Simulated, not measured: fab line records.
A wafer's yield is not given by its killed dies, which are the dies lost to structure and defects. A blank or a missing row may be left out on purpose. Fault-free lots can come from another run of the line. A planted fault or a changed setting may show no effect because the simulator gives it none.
Matching of chambers | flow gf180mcu | GF_CONTACT_CMP_04 on cmp-02: 4 sister chambers
The step polishes SiO2. 4 wafers are shown with their chamber, then 8 later ones without.

WAFERS WITH THEIR CHAMBER
wafer  | chamber | motor_current_A (A)
L839.5 | 2       | 12.7
L840.1 | 3       | 11.0
L840.3 | 0       | 11.0
L843.1 | 1       | 13.8

WAFERS WITH NO CHAMBER GIVEN
wafer  | motor_current_A (A)
L843.3 | 11.8
L843.4 | 10.8
L845.1 | 11.5
L845.4 | 14.0
L845.6 | 12.1
L846.3 | 11.6
L846.4 | 11.1
L846.5 | 12.2

EACH ONE'S CHAMBER
wafer  | from the rows above          | in truth
L843.3 | can't be placed: 0 or 3 or 2 | 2
L843.4 | can't be placed: 0 or 3      | 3
L845.1 | can't be placed: 0 or 3 or 2 | 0
L845.4 | 1                            | 1
L845.6 | can't be placed: 2 or 0 or 3 | 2
L846.3 | can't be placed: 0 or 3 or 2 | 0
L846.4 | can't be placed: 0 or 3      | 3
L846.5 | can't be placed: 2 or 0 or 3 | 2
Placed correctly: 1 of 8. Not placeable from these rows: 7 (in 7, the candidates include the true chamber). Number placed wrongly: 0.
How it was worked out, from the rows above alone: a wafer's distance from a chamber is the root of the sum, over the readings, of the square of ((its reading less the chamber's mean) divided by the reading's scatter). If the next closest chamber is less than 2 further off than the closest, the wafer can't be placed; otherwise it belongs to the closest. A chamber's mean is the mean of its shown wafers. The scatter: with one shown wafer a chamber, the root of the mean of the squares of how far each hidden wafer lies from its nearest shown one.
